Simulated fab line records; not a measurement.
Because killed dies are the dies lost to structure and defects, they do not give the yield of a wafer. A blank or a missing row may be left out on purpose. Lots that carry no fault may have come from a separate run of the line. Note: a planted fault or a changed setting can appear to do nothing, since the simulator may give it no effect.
One fault through the eyes of 2 desks + flow gf180mcu + every desk sees just its own numbers, and what lay behind them comes last

== TOOL OWNER'S DESK, furnace-01 ==
The tool's own readings at GF_STI_OXIDATION_21 (stabilise 600 s, purge 300 s, target thk 15 nm): means of the sampled wafers that have a number, for each lot that ran on this tool. If a lot's mean is further than 4 standard deviations from the usual mean, the lot is out of limits and carries the mark OUT (the distance appears in the brackets).
Columns: A = zone power lower pct at GF_STI_OXIDATION_21, usual 22.8 %
| lot  | first seen here | A    |
|------|-----------------|------|
| L596 | day 2 03:29     | 23.9 |
| L597 | day 2 07:19     | 24.3 |
| L598 | day 2 11:53     | 24.1 |
| L602 | day 3 15:35     | 24.0 |
| L603 | day 3 15:35     | 24.3 |
| L605 | day 4 05:24     | 24.4 |
| L610 | day 5 02:52     | 23.9 |
| L612 | day 5 12:26     | 24.2 |
This desk found nothing out of limits on any of the 8 lots.

== METROLOGY DESK ==
What the gauges read, lot by lot, whatever tool the lot ran on: means of the sampled wafers that have a number. If a lot's mean is further than 4 standard deviations from the usual mean, the lot is out of limits and carries the mark OUT (the distance appears in the brackets).
Columns: A = V5_W_THK at GF_V5_THK_MEAS_25, usual 343 nm; B = cd nm at GF_TOP_METAL_CD_MEAS_14, usual 439.6 nm
| lot  | first seen here | A   | B     |
|------|-----------------|-----|-------|
| L596 | day 27 07:09    | 338 | 441.1 |
| L597 | day 28 01:17    | 339 | 437.2 |
| L598 | day 28 03:26    | 340 | 439.5 |
| L599 | day 28 05:47    | 353 | 437.8 |
| L600 | day 28 20:06    | 335 | 442.2 |
| L603 | day 29 13:50    | 342 | 442.0 |
| L602 | day 29 14:43    | 332 | 438.2 |
| L605 | day 30 02:44    | 346 | 441.0 |
| L610 | day 31 11:25    | 331 | 441.7 |
| L612 | day 32 00:32    | 332 | 436.1 |
| L615 | day 32 12:11    | 354 | 443.1 |
| L616 | day 32 22:49    | 358 | 438.5 |
| L617 | day 33 03:02    | 348 | 436.1 |
| L618 | day 33 06:16    | 349 | 439.3 |
This desk found nothing out of limits on any of the 14 lots.

== TAKEN TOGETHER ==
Nothing out of limits was seen by the tool owner's desk.
From the metrology desk's view, nothing was out of limits.

== WHAT THE SIMULATOR HAD PUT IN ==
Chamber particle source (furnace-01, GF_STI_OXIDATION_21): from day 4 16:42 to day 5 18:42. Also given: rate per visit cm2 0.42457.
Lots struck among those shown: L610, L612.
